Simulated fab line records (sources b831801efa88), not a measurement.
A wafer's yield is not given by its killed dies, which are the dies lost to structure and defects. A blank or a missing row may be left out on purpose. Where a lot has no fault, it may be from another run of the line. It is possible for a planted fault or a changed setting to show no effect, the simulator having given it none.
Problem report in the 8D (eight disciplines) form, filled by code ; flow sky130 ; the parts of the form that need people (team, actions taken, sign-off) are left out

== 1. WHAT IS WRONG ==
SPACER_CVD_00_THK at SKY_SPACER_THK_MEAS_01 reads a mean of 35.3 nm on 9 wafers of 3 lots; wafers without a fault read 43.1 nm with a standard deviation of 0.46. That puts it -17 standard deviations away from the usual mean.
First seen on wafer L599.2, day 25 09:37, on film-metro-04. At this step, 33 wafers from 11 lots have a number in the record. By rule, "out" or "out of limits" means more than 4 standard deviations away from the usual mean. The other wafers with a number count as sound.

== 2. WHAT IT IS, AND WHAT IT ISN'T ==
question;is;is not
which readings at this step;SPACER_CVD_00_THK;-
which lots;L599, L600, L601;L594, L608, L609, L611, L613, L614, L615, L616
which wafers of those lots;all that have a number;-
read on which gauges;film-metro-02, film-metro-03, film-metro-04;-
when;from day 25 09:37;"up to then (3 sound wafers); but 21 sound wafers of L608, L609, L611, L613, L614, L615, L616 came after"

== 3. WHAT RULES OUT EACH SUSPECT ==
Counting: any tool at a process step up to the reading is kept as a suspect provided that every lot that is out went through it and no sound lot did after the first of them.
- the gauge at SKY_SPACER_THK_MEAS_01 is ruled out. 3 gauges (film-metro-02, film-metro-03, film-metro-04) read the wafers that are out.
- lpcvd-02 at SKY_SPACER_CVD_00 (deposits Si3N4 from DCS/NH3, target thk 43.1 nm, time 740 s): ruled out as a lasting fault. Sound lots L608, L609, L611, L614, L613, L615, L616 ran on it after its first lot that is out, L599 (day 25 08:23).
Left after counting: nothing in the record.

== 4. THE CAUSE (what the simulator had put in) ==
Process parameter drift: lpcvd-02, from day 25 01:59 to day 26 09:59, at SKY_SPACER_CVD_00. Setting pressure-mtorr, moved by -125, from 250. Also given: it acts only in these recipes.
The count ruled it out by mistake, since the rule takes a fault to strike every lot its tool runs from the start of the fault on, and this one did not do so.

== 5. SEQUENCE OF EFFECTS, ordered by route ==
Each row: a reading whose mean over the struck wafers that have a number lies more than 3 standard deviations from the usual. Only readings whose record carries a usual standard deviation are examined. hours: median over the lots of the time between each lot's start at the first step of this table that gives one and its start at this step. sigmas: the change, counted in usual standard deviations.
hours;step;reading;usual;on struck wafers;change;sigmas
0;SKY_SPACER_CVD_00;pressure-mtorr;250.0 mTorr;125.0;-125.0;-99 or more
1;SKY_SPACER_THK_MEAS_01;SPACER_CVD_00_THK;43.1 nm;35.3;-7.8;-17
1;SKY_SPACER_ETCHBACK_02;oes-product-au;0.855 a.u.;0.768;-0.087;-12
Here are the process steps it includes:
- SKY_SPACER_CVD_00: deposits Si3N4 from DCS/NH3, target thk 43.1 nm, time 740 s.
- SKY_SPACER_ETCHBACK_02: etches Si3N4 in CH3F/O2, stops on SiO2, time 46.7 s, target depth 45 nm.
Later measuring or inspecting steps at which every struck wafer that the step has a row for has a number for every such reading, and none has moved that far: SKY_LOCAL_INTERCONNECT_CD_MEAS_11, SKY_VIA1_CD_MEAS_12.

== 6. HOW IT WOULD HAVE BEEN CAUGHT EARLIER ==
In this record the first reading out of limits at a measuring or inspecting step was taken at day 25 09:37, 8 hours after the fault began at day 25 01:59.
The tool's own readings at SKY_SPACER_CVD_00 were out on every struck wafer that the step has a row for (pressure-mtorr): an alarm limit on them would have fired on the first of those.
